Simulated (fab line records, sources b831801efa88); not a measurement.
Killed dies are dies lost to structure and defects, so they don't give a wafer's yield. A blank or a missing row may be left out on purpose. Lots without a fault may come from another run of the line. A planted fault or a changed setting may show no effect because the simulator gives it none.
One fault seen from 2 desks | flow gf180mcu | each desk has only its own numbers; what lay behind them comes last

THE METROLOGY DESK
What the gauges read, lot by lot, whatever tool the lot ran on: means of the sampled wafers that have a number. A lot is out of limits, marked OUT, if its mean lies more than 4 standard deviations from the usual mean; the brackets give that distance.
Columns: A = V3_BOW at GF_V3_BOW_MEAS_05, usual 115 um; B = cd_nm at GF_V3_CD_MEAS_14, usual 259.7 nm; C = V3_OVL at GF_V3_OVL_MEAS_15, usual 0 nm
lot  | first seen here | A   | B     | C
L438 | day 22 05:25    | 127 | 259.7 | 2
L440 | day 23 00:11    | 104 | 258.1 | -5
L450 | day 26 08:56    | 104 | 260.2 | -5
L452 | day 27 04:33    | 109 | 260.3 | 1
L456 | day 28 03:25    | 113 | 258.5 | 1
This desk's finding: nothing out of limits on any of the 5 lots.

THE TOOL OWNER'S DESK: rie_diel-04
The tool's own readings at GF_V3_ETCH_17 (etches SiO2 in C4F8/O2/Ar, stops on TiN, target depth 635 nm): means of the sampled wafers that have a number, for each lot that ran on this tool. A lot is out of limits, marked OUT, if its mean lies more than 4 standard deviations from the usual mean; the brackets give that distance.
Columns: A = bias_w at GF_V3_ETCH_17, usual 1200 W; B = oes_product_au at GF_V3_ETCH_17, usual 0.856 a.u.
lot  | first seen here | A                      | B
L438 | day 23 04:00    | 1199                   | 0.853
L450 | day 27 06:00    | 1652 (+99 or more) OUT | 0.859
This desk's finding: out of limits on L450; first on L450, day 27 06:00 (bias_w at GF_V3_ETCH_17). In limits: L438.

PUT TOGETHER
The tool owner's desk could have raised an alarm at day 27 06:00, on L450.
The metrology desk saw nothing out of limits.
The metrology desk has L450 on record, within its limits.
Of the lots named, all ran GF_V3_ETCH_17 on rie_diel-04.

WHAT THE SIMULATOR HAD PUT IN
Process parameter drift: rie_diel-04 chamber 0, from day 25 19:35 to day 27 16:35, at GF_V3_ETCH_17. Setting bias_w, moved by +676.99, from 1200. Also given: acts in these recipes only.
Lots struck among those shown: L450.
Hours from the fault's start to each desk's first reading out of limits: the tool owner's desk, 34.
